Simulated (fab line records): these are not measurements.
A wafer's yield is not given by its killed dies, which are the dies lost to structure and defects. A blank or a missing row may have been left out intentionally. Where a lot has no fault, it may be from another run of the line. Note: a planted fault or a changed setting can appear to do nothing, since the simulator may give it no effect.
Which tool did it? / flow gf180mcu / 14 lots with 42 wafers sampled at 2 steps, on a route of 602 steps

WHAT EACH GAUGE READ, for each wafer
GF_V2_OVL_MEAS_15. Usual: V2_OVL gives 3 nm (standard deviation 5.3).
lot=L362; measured=day 20 10:11; on=overlay-02; V2_OVL (nm)=10 7 13; flag=
lot=L364; measured=day 21 05:13; on=overlay-02; V2_OVL (nm)=1 2 6; flag=
lot=L366; measured=day 21 19:25; on=overlay-02; V2_OVL (nm)=5 3 8; flag=
lot=L367; measured=day 22 14:22; on=overlay-01; V2_OVL (nm)=6 3 -1; flag=
lot=L369; measured=day 23 11:07; on=overlay-02; V2_OVL (nm)=2 7 10; flag=
lot=L375; measured=day 25 05:58; on=overlay-01; V2_OVL (nm)=6 8 4; flag=
lot=L374; measured=day 25 08:05; on=overlay-02; V2_OVL (nm)=0 0 7; flag=
lot=L376; measured=day 25 22:30; on=overlay-01; V2_OVL (nm)=7 5 4; flag=
lot=L378; measured=day 26 11:58; on=overlay-01; V2_OVL (nm)=3 -2 7; flag=
lot=L379; measured=day 26 13:16; on=overlay-02; V2_OVL (nm)=2 2 10; flag=
lot=L380; measured=day 26 20:43; on=overlay-02; V2_OVL (nm)=8 10 4; flag=
lot=L382; measured=day 27 06:51; on=overlay-02; V2_OVL (nm)=-8 -5 1; flag=
lot=L383; measured=day 27 15:20; on=overlay-02; V2_OVL (nm)=-1 -1 -2; flag=
lot=L384; measured=day 27 23:46; on=overlay-01; V2_OVL (nm)=-4 -3 -9; flag=

WHAT TOOL EACH LOT RAN ON (gives the tool, then ch and the chambers of the sampled wafers, and finally the start)
lot=L362; GF_SAB_DEVELOP_08=litho_track-01 ch 0, day 15 07:35
lot=L364; GF_SAB_DEVELOP_08=litho_track-04 ch 0, day 15 23:24
lot=L366; GF_SAB_DEVELOP_08=litho_track-04 ch 0, day 16 14:41
lot=L367; GF_SAB_DEVELOP_08=litho_track-04 ch 0, day 17 08:46
lot=L369; GF_SAB_DEVELOP_08=litho_track-04 ch 0, day 18 06:13
lot=L375; GF_SAB_DEVELOP_08=litho_track-01 ch 0, day 20 02:13
lot=L374; GF_SAB_DEVELOP_08=litho_track-01 ch 0, day 20 04:26
lot=L376; GF_SAB_DEVELOP_08=litho_track-03 ch 0, day 20 20:39
lot=L378; GF_SAB_DEVELOP_08=litho_track-04 ch 0, day 21 13:16
lot=L379; GF_SAB_DEVELOP_08=litho_track-04 ch 0, day 21 13:34
lot=L380; GF_SAB_DEVELOP_08=litho_track-04 ch 0, day 21 20:31
lot=L382; GF_SAB_DEVELOP_08=litho_track-04 ch 0, day 22 11:30
lot=L383; GF_SAB_DEVELOP_08=litho_track-03 ch 0, day 22 18:31
lot=L384; GF_SAB_DEVELOP_08=litho_track-04 ch 0, day 23 03:57
- GF_SAB_DEVELOP_08: develop time 60 s.

AS READ BY THE TOOLS THEMSELVES (means over the sampled wafers that have a number; for cases with no such wafer, the mark the record gives instead)
GF_SAB_DEVELOP_08. Usual: developer_temp_C at 22.99 C, with a standard deviation of 0.1.
lot=L362; tool=litho_track-01; developer_temp_C (C)=22.91; flag=
lot=L364; tool=litho_track-04; developer_temp_C (C)=22.93; flag=
lot=L366; tool=litho_track-04; developer_temp_C (C)=22.29; flag=OFF
lot=L367; tool=litho_track-04; developer_temp_C (C)=22.31; flag=OFF
lot=L369; tool=litho_track-04; developer_temp_C (C)=22.37; flag=OFF
lot=L375; tool=litho_track-01; developer_temp_C (C)=22.94; flag=
lot=L374; tool=litho_track-01; developer_temp_C (C)=22.90; flag=
lot=L376; tool=litho_track-03; developer_temp_C (C)=22.87; flag=
lot=L378; tool=litho_track-04; developer_temp_C (C)=23.04; flag=
lot=L379; tool=litho_track-04; developer_temp_C (C)=22.91; flag=
lot=L380; tool=litho_track-04; developer_temp_C (C)=23.08; flag=
lot=L382; tool=litho_track-04; developer_temp_C (C)=22.99; flag=
lot=L383; tool=litho_track-03; developer_temp_C (C)=22.83; flag=
lot=L384; tool=litho_track-04; developer_temp_C (C)=22.83; flag=

THE ANSWER, worked out from the rows above alone
Rule: a lot counts as off when the mean over its wafers that have a number is more than 3 standard deviations away from the usual mean. Also off: a lot with no number at a reading for which 4 or more lots have one. Where the step has rows for the other lots, those lots are counted as sound. First the gauges in route order, then the tools' own readings, where a lot's mean is used as printed above. At the first step where some lot is off, the reading lying furthest off is the one used; lots without a number count as furthest.
Off: L366, L367, L369, at GF_SAB_DEVELOP_08 (developer_temp_C).
A tool fits if, at that step or a process step before it, it ran every lot that is off, and no sound lot after the first of them. Of those tried, none fits.

WHAT THE SIMULATOR PUT IN
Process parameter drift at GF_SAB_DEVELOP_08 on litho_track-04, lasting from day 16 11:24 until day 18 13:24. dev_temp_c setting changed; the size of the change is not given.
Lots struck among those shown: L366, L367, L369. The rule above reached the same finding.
